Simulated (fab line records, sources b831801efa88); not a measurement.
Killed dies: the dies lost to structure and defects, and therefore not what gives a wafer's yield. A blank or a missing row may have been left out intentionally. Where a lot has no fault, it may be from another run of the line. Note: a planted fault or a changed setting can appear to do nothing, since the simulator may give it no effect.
fab line records	flow gf180mcu
[record] lots = 6	wafers = 18	last-day = 33
route steps=602 shown V2@408 M3@409
lots that met no fault: from a run of the same line without faults
start-h: the number of hours between the record's first day and the start of the first shown wafer of the lot	wait-h: time in hours since the lot's previous step	" the same as in the row above	L1.1+2: a row that stands for several wafers	- no value present, or no start provided	* or withheld: withheld	< > ~ a bound
route shown NAME@n: a module of which the file shows steps, and the number in the route of the first	usual: mean/standard deviation taken from wafers without a fault	same: alike in all rows	chamber/n: place in a boat	sites: readings site by site	_std_site: standard deviation of those values	_edge_site: mean of outer sites minus mean of inner sites	radius-mm: how far each site lies from the wafer's centre	mask NAME#n: copy n	behind: the tool/chamber that last shaped the wafer	hold: the reason the lot was held/the length of the hold in hours/how it ended	device: whichever transistor did not switch (one of n, p or np)	end of line: tests of these same wafers at the route's end	a step with no rows: only its recipe	killed: at the first sort, the dies lost to defects and structure; wafer yield is something else	map: shows each die of a wafer: x if killed, . if not, _ if none is there
set.NAME: the run value of the setting; set.NAME@STEP: its run value at that earlier step	model.NAME: the simulator's own value behind a step, which no gauge read
a table for each step, a row for each wafer; lots at some steps of the route
services: the hour from which a tool's chamber was out of use, counted from the record's first day as start-h (under 0 if before that day), plus the number of hours and why
[[steps]]
[step GF_V2_CMP_26]
[recipe] stop-on = SiO2	down-force-psi = 3.5	platen-rpm = 60	t-overpolish-s = 15	target-thk-nm = 0	pad-velocity-m-s = 0.94248
[usual] motor-current-A = 11.0/0.86	overpolish-run-s = 15.000/0.009	platen-rpm = 60.01/0.04	time-to-endpoint-s = 86/3.6
lot.wafer	tool	chamber	start-h	wait-h	motor-current-A	overpolish-run-s	platen-rpm	time-to-endpoint-s
L614.4	cmp-02	0	484.64	0.1	10.0	15.003	60.03	86
L614.5	"	3	"	"	10.1	15.009	60.05	81
L614.6	"	0	"	"	10.9	14.991	60.02	89
L622.4	cmp-02	0	548.61	0.1	11.0	14.996	60.06	84
L622.5	"	3	"	"	10.7	15.003	60.05	82
L622.6	"	0	"	"	10.3	15.004	60.03	84
L628.3	cmp-01	1	590.62	0.1	10.5	14.994	59.97	84
L628.1	"	3	"	"	12.4	15.016	60.03	90
L628.6	"	1	"	"	11.0	14.995	60.02	83
L629.2	cmp-02	0	598.49	0.1	10.7	15.007	59.90	87
L629.5	"	2	"	"	10.8	14.996	60.02	91
L629.6	"	3	"	"	10.7	15.006	59.98	82
L631.3	cmp-02	3	613.11	0.0	10.8	15.013	60.02	86
L631.2	"	0	"	"	10.5	14.988	60.03	85
L631.1	"	2	"	"	11.7	15.005	60.05	91
L632.4	cmp-01	2	624.52	0.4	13.0	15.016	60.08	84
L632.1	"	3	"	"	12.1	14.992	60.00	87
L632.5	"	1	"	"	10.6	14.984	59.95	88
[step GF_M3_SPUTTER_00]
[recipe] material = Ti	target-thk-nm = 37.5	arriving-ion-energy-ev = 80	substrate-temp-c = 200	chamber-pressure-pa = 2	power-w = 4000	time-s = 150
[usual] chamber-pressure-pa = 2.000/0.004	throttle-valve-pct = 29.9/0.65
[same] time-s = 150
lot.wafer	tool	chamber	start-h	wait-h	chamber-pressure-pa	throttle-valve-pct
L614.4	pvd-sputter-01	-	484.89	0.2	1.997	29.4
L614.5	"	-	"	"	1.996	30.1
L614.6	"	-	"	"	1.997	30.0
L622.4	pvd-sputter-01	-	548.86	0.2	2.005	29.7
L622.5	"	-	"	"	2.002	29.7
L622.6	"	-	"	"	1.996	29.4
L628.1	pvd-sputter-03	-	590.87	0.1	1.997	29.6
L628.3	"	-	"	"	2.001	31.0
L628.6	"	-	"	"	1.994	28.8
L629.2	pvd-sputter-04	-	598.69	0.1	2.002	30.0
L629.5	"	-	"	"	2.004	29.8
L629.6	"	-	"	"	2.007	31.0
L631.1	pvd-sputter-01	-	613.41	0.1	2.005	30.1
L631.2	"	-	"	"	1.998	29.2
L631.3	"	-	"	"	2.000	29.6
L632.1	pvd-sputter-03	-	624.77	0.1	2.001	29.2
L632.4	"	-	"	"	2.002	29.8
L632.5	"	-	"	"	2.000	31.1
[step GF_M3_SPUTTER_01]
[recipe] material = TiN	target-thk-nm = 30	power-w = 6500	time-s = 25	chamber-pressure-pa = 0.4
[step GF_M3_SPUTTER_02]
[recipe] material = AlCu	target-thk-nm = 450	power-w = 10600	time-s = 23.9	chamber-pressure-pa = 0.4
[usual] chamber-pressure-pa = 0.4000/0.00079	throttle-valve-pct = 29.9/0.65
[same] time-s = 23.9
lot.wafer	tool	chamber	start-h	wait-h	chamber-pressure-pa	throttle-valve-pct
L614.4	pvd-sputter-01	-	485.02	0.0	0.3999	29.7
L614.5	"	-	"	"	0.4002	30.2
L614.6	"	-	"	"	0.4007	30.0
L622.4	pvd-sputter-01	-	549.00	0.0	0.4001	29.6
L622.5	"	-	"	"	0.4002	29.2
L622.6	"	-	"	"	0.4020	29.6
L628.1	pvd-sputter-03	-	591.00	0.0	0.4006	29.6
L628.3	"	-	"	"	0.4006	31.1
L628.6	"	-	"	"	0.4003	29.2
L629.2	pvd-sputter-04	-	598.82	0.0	0.4016	30.1
L629.5	"	-	"	"	0.4010	29.7
L629.6	"	-	"	"	0.4007	31.0
L631.1	pvd-sputter-01	-	613.54	0.0	0.3996	30.0
L631.2	"	-	"	"	0.4006	29.4
L631.3	"	-	"	"	0.3990	29.6
L632.1	pvd-sputter-03	-	624.90	0.0	0.4000	29.8
L632.4	"	-	"	"	0.4000	29.4
L632.5	"	-	"	"	0.3999	31.1
[step GF_M3_SPUTTER_03]
[recipe] material = Ti	target-thk-nm = 10	substrate-temp-c = 300	chamber-pressure-pa = 0.3	power-w = 3000	time-s = 6.7
[step GF_M3_SPUTTER_04]
[recipe] material = TiN	target-thk-nm = 50	power-w = 6500	time-s = 41.7	chamber-pressure-pa = 0.4
[usual] chamber-pressure-pa = 0.4000/0.00082	throttle-valve-pct = 29.9/0.62
[same] time-s = 41.7
lot.wafer	tool	chamber	start-h	wait-h	chamber-pressure-pa	throttle-valve-pct
L614.4	pvd-sputter-01	-	485.07	0.0	0.3988	29.6
L614.5	"	-	"	"	0.3998	30.4
L614.6	"	-	"	"	0.4006	29.9
L622.4	pvd-sputter-01	-	549.05	0.0	0.4008	29.7
L622.5	"	-	"	"	0.4005	29.4
L622.6	"	-	"	"	0.4002	29.7
L628.1	pvd-sputter-03	-	591.05	0.0	0.4012	29.7
L628.3	"	-	"	"	0.3994	31.0
L628.6	"	-	"	"	0.4000	29.1
L629.2	pvd-sputter-04	-	598.87	0.0	0.3981	29.9
L629.5	"	-	"	"	0.3993	29.5
L629.6	"	-	"	"	0.4000	30.9
L631.1	pvd-sputter-01	-	613.59	0.0	0.3999	30.1
L631.2	"	-	"	"	0.4010	29.6
L631.3	"	-	"	"	0.4019	29.6
L632.1	pvd-sputter-03	-	624.95	0.0	0.3979	29.8
L632.4	"	-	"	"	0.4015	29.6
L632.5	"	-	"	"	0.3991	31.0
[step GF_M3_RS_MEAS_05]
[recipe] thk-meas-gauge = four-point-probe	reads = TiN_of_M3_SPUTTER_04+Ti_of_M3_SPUTTER_03+AlCu_of_M3_SPUTTER_02+TiN_of_M3_SPUTTER_01+Ti_of_M3_SPUTTER_00
[usual] M3_ALCU_RS = 0.0696/0.00076
lot.wafer	tool	chamber	start-h	wait-h	M3_ALCU_RS[ohm/sq]
L614.4	film-metro-01	-	485.17	0.1	0.0683
L614.5	"	-	"	"	0.0680
L614.6	"	-	"	"	0.0684
L622.4	film-metro-04	-	549.16	0.1	0.0702
L622.5	"	-	"	"	0.0702
L622.6	"	-	"	"	0.0702
L628.1	film-metro-02	-	591.09	0.0	0.0682
L628.3	"	-	"	"	0.0683
L628.6	"	-	"	"	0.0693
L629.2	film-metro-01	-	598.93	0.0	0.0704
L629.5	"	-	"	"	0.0699
L629.6	"	-	"	"	0.0700
L631.1	film-metro-01	-	613.63	0.0	0.0699
L631.2	"	-	"	"	0.0699
L631.3	"	-	"	"	0.0702
L632.1	film-metro-01	-	624.99	0.0	0.0690
L632.4	"	-	"	"	0.0690
L632.5	"	-	"	"	0.0690
[step GF_M3_THK_MEAS_06]
[recipe] thk-meas-gauge = xrf	reads = AlCu_of_M3_SPUTTER_02
[usual] M3_ALCU_THK = 452/5.6
lot.wafer	tool	chamber	start-h	wait-h	M3_ALCU_THK[nm]
L614.4	film-metro-01	-	485.26	0.1	459
L614.5	"	-	"	"	458
L614.6	"	-	"	"	460
L622.4	film-metro-04	-	549.25	0.1	449
L622.5	"	-	"	"	449
L622.6	"	-	"	"	448
L628.1	film-metro-02	-	591.21	0.1	462
L628.3	"	-	"	"	460
L628.6	"	-	"	"	454
L629.2	film-metro-01	-	599.04	0.1	450
L629.5	"	-	"	"	447
L629.6	"	-	"	"	448
L631.1	film-metro-01	-	613.75	0.1	447
L631.2	"	-	"	"	449
L631.3	"	-	"	"	448
L632.1	film-metro-01	-	625.11	0.1	451
L632.4	"	-	"	"	455
L632.5	"	-	"	"	453
[step GF_M3_DEHYDRATE_07]
[recipe] temp-c = 200	time-s = 60
[step GF_M3_HMDS_08]
[recipe] prime-time-s = 60	prime-temp-c = 120
[step GF_M3_COAT_09]
[recipe] resist = KrF	spin-rpm = withheld	resist-thk-nm = 1000
[step GF_M3_SOFTBAKE_10]
[recipe] temp-c = 130	time-s = 57.8	resist = KrF
[step GF_M3_EXPOSE_11]
[recipe] mask-id = Metal3	target-cd-nm = 280	na = 0.68	source-shape = conventional	sigma-outer = 0.6	dose-mj = 28
[same] sigma-outer = 0.6
lot.wafer	tool	chamber	start-h	wait-h	mask
L614.4+5+6	krf-scanner-02	0	497.03	-	Metal3#0
L622.4+5+6	krf-scanner-01	0	560.41	-	Metal3#0
L628.1+3+6	krf-scanner-02	0	602.15	-	Metal3#0
L629.2+5+6	krf-scanner-02	0	609.83	-	Metal3#0
L631.1+2+3	krf-scanner-01	0	623.77	-	Metal3#0
L632.1+4+5	krf-scanner-01	0	635.37	-	Metal3#0
[step GF_M3_PEB_12]
[recipe] peb-temp-c = 135	peb-time-s = 90	resist = KrF
[step GF_M3_DEVELOP_13]
[recipe] develop-time-s = 60	dev-temp-c = 21
[step GF_M3_CD_MEAS_14]
[recipe] target-cd-nm = 280
[usual] cd-nm = 280.2/1.3
lot.wafer	tool	chamber	start-h	wait-h	cd-nm
L614.4	cd-sem-02	-	508.74	0.1	277.9
L614.5	"	-	"	"	277.3
L614.6	"	-	"	"	277.7
L622.4	cd-sem-02	-	571.13	0.1	278.8
L622.5	"	-	"	"	279.5
L622.6	"	-	"	"	279.3
L628.1	cd-sem-02	-	612.62	0.1	236.3
L628.3	"	-	"	"	200.0
L628.6	"	-	"	"	231.3
L629.2	cd-sem-02	-	619.88	0.1	211.2
L629.5	"	-	"	"	216.8
L629.6	"	-	"	"	238.8
L631.1	cd-sem-02	-	633.55	0.1	280.1
L631.2	"	-	"	"	279.9
L631.3	"	-	"	"	279.7
L632.1	cd-sem-01	-	645.27	0.1	282.1
L632.4	"	-	"	"	282.0
L632.5	"	-	"	"	281.5
[step GF_M3_OVL_MEAS_15]
[usual] M3_OVL = 1/6.6
lot.wafer	tool	chamber	start-h	wait-h	M3_OVL[nm]
L614.4	overlay-02	-	508.81	0.1	2
L614.5	"	-	"	"	1
L614.6	"	-	"	"	5
L622.4	overlay-02	-	571.21	0.1	1
L622.5	"	-	"	"	4
L622.6	"	-	"	"	-4
L628.1	overlay-02	-	612.74	0.1	9
L628.3	"	-	"	"	11
L628.6	"	-	"	"	6
L629.2	overlay-02	-	619.98	0.1	5
L629.5	"	-	"	"	-3
L629.6	"	-	"	"	2
L631.1	overlay-02	-	633.67	0.1	-14
L631.2	"	-	"	"	-14
L631.3	"	-	"	"	-13
L632.1	overlay-02	-	645.39	0.1	13
L632.4	"	-	"	"	9
L632.5	"	-	"	"	11
[step GF_M3_METAL_ETCH_16]
[recipe] chemistry = Cl2/BCl3	mask-material = KrF	target-depth-nm = 627.5	stop-on = SiO2	pressure-mtorr = 8	icp-w = 800	bias-w = 140	Cl2_flow_sccm = 80	bcl3-flow-sccm = 40	time-s = 104.6
[usual] drypump-motor-current-A = 5.43/0.28	oes-product-au = 0.972/0.0067	throttle-valve-pct = 28.250/0.011
[same] time-s = 104.6
lot.wafer	tool	chamber	start-h	wait-h	drypump-motor-current-A	oes-product-au	rf-hours-counter-h	throttle-valve-pct	model.M3.cd-nm
L614.4	rie-metal-04	0	508.87	0.0	5.57	0.982	-	28.252	272.3
L614.5	"	0	"	"	5.56	0.983	-	28.250	271.4
L614.6	"	1	"	"	5.21	0.982	-	28.239	274.5
L622.4	rie-metal-04	1	571.27	0.0	5.18	0.970	-	28.258	282.2
L622.5	"	0	"	"	5.58	0.974	-	28.246	281.8
L622.6	"	1	"	"	5.19	0.968	-	28.238	281.1
L628.1	rie-metal-02	1	612.78	0.0	5.60	0.978	10	28.222	235.9
L628.3	"	1	"	"	5.57	0.979	-	28.242	201.4
L628.6	"	1	"	"	5.60	0.975	-	28.258	231.2
L629.2	rie-metal-04	1	620.01	0.0	5.17	0.965	3	28.270	212.5
L629.5	"	1	"	"	5.20	0.965	-	28.251	217.4
L629.6	"	0	"	"	5.57	0.972	-	28.243	241.7
L631.1	rie-metal-02	1	633.70	0.0	5.56	0.970	11	28.255	282.4
L631.2	"	1	"	"	5.58	0.972	-	28.243	279.7
L631.3	"	1	"	"	5.58	0.967	-	28.262	283.5
L632.1	rie-metal-02	1	645.43	0.0	5.60	0.981	12	28.246	283.6
L632.4	"	1	"	"	5.58	0.982	-	28.247	284.3
L632.5	"	1	"	"	5.59	0.976	-	28.233	281.1
[step GF_M3_STRIP_17]
[recipe] chemistry = O2/N2	power-w = 1400	pressure-mtorr = 1500	platen-temp-c = 250	o2-flow-sccm = 3000	n2-flow-sccm = 300	overash-fraction = 0.5
[usual] drypump-motor-current-A = 5.9/0.64	heater-power-w = 343/36	oes-product-au = 0.557/0.0044	strip-time-to-endpoint-s = 7.84/0.037
lot.wafer	tool	chamber	start-h	wait-h	drypump-motor-current-A	heater-power-w	oes-product-au	rf-hours-counter-h	strip-time-to-endpoint-s
L614.4	plasma-asher-02	1	508.98	0.1	6.2	371	0.549	-	7.81
L614.5	"	0	"	"	5.1	351	0.553	-	7.80
L614.6	"	1	"	"	6.2	379	0.564	-	7.83
L622.4	plasma-asher-02	0	571.38	0.1	5.1	349	0.561	-	7.91
L622.5	"	0	"	"	5.1	347	0.556	-	7.85
L622.6	"	1	"	"	6.2	369	0.555	-	7.85
L628.1	plasma-asher-02	1	612.89	0.1	6.2	375	0.550	53	7.79
L628.3	"	0	"	"	5.1	353	0.555	-	7.78
L628.6	"	1	"	"	6.2	367	0.557	-	7.79
L629.2	plasma-asher-04	1	620.13	0.1	5.3	316	0.560	99	7.87
L629.5	"	0	"	"	6.7	336	0.553	-	7.83
L629.6	"	1	"	"	5.3	316	0.555	-	7.81
L631.1	plasma-asher-04	1	633.93	0.2	5.3	314	0.559	101	7.84
L631.2	"	0	"	"	6.7	344	0.556	101	7.83
L631.3	"	0	"	"	6.8	334	0.553	-	7.81
L632.1	plasma-asher-02	1	645.54	0.1	6.2	390	0.553	57	7.81
L632.4	"	0	"	"	5.0	351	0.556	-	7.80
L632.5	"	1	"	"	6.2	378	0.550	-	7.80
[[services]]
tool	chamber	start-h	hours	kind
cmp-02	-	460.99	3.2	repair
krf-scanner-01	-	462.60	1.3	pm
rie-metal-02	1	466.00	4.0	repair
cmp-01	-	467.61	1.4	repair
krf-scanner-02	-	468.30	1.0	pm
krf-scanner-02	-	484.94	2.3	repair
rie-metal-02	-	486.67	2.8	pm
krf-scanner-01	-	487.37	0.8	pm
krf-scanner-01	-	489.03	1.0	pm
pvd-sputter-01	-	493.40	5.9	repair
pvd-sputter-03	-	501.47	1.7	repair
rie-metal-02	0	502.13	37.9	repair
pvd-sputter-01	-	524.12	5.0	repair
krf-scanner-01	-	530.34	0.1	repair
krf-scanner-01	-	538.70	20.7	repair
krf-scanner-02	-	559.40	1.3	pm
pvd-sputter-04	-	572.64	8.5	repair
rie-metal-04	-	597.06	1.2	repair
krf-scanner-01	-	605.66	0.6	repair
cmp-02	-	611.90	1.1	repair
krf-scanner-02	-	619.62	0.8	pm
krf-scanner-01	-	633.12	0.8	repair
krf-scanner-02	-	637.30	1.0	pm
krf-scanner-01	-	638.50	1.3	pm
[[key]]
[first-sign] step = GF_M3_CD_MEAS_14	reading = cd-nm	direction = down	sigmas = 45	usual = 280.2	struck = 222.4
effect none on later readings
[model-effect] step = GF_M3_METAL_ETCH_16	value = M3.cd-nm	without = 280.7	struck = 223.3
met-at GF_M3_EXPOSE_11
struck-wafers L628.1,L628.3,L628.6,L629.2,L629.5,L629.6
later-rows-left-out L628.3,L629.2,L629.5
sort-left-out L628.1,L628.3,L628.6,L629.2,L629.5,L629.6
tester-left-out L628
onset-between 497.03 602.15
[earlier-fault] kind = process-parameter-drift	tool = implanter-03	chamber = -	onset-h = 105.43	steps = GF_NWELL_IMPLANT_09	channel = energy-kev	offset = 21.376	shape = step	end-h = 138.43	acts-in = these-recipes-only	stated = 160
[fault] kind = process-parameter-drift	tool = krf-scanner-02	chamber = -	onset-h = 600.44	steps = GF_M3_EXPOSE_11	channel = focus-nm	offset = 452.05	spread-by-wafer = 0.3	shape = step	end-h = 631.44
// tester-left-out: of these lots the tester's yield and bins aren't shown, on N5 and GAA mostly nor the transistor test; their killed dies are dies lost to structure and defects alone, not to doping, threshold or leakage, so they don't give the yield
// sort-left-out: the simulated sort isn't trusted on such a fault, so these wafers' sort isn't shown, and their yield isn't known
// later-rows-left-out: the simulator's readings of these wafers behind a module that went badly wrong aren't trusted and aren't shown, but for the sort
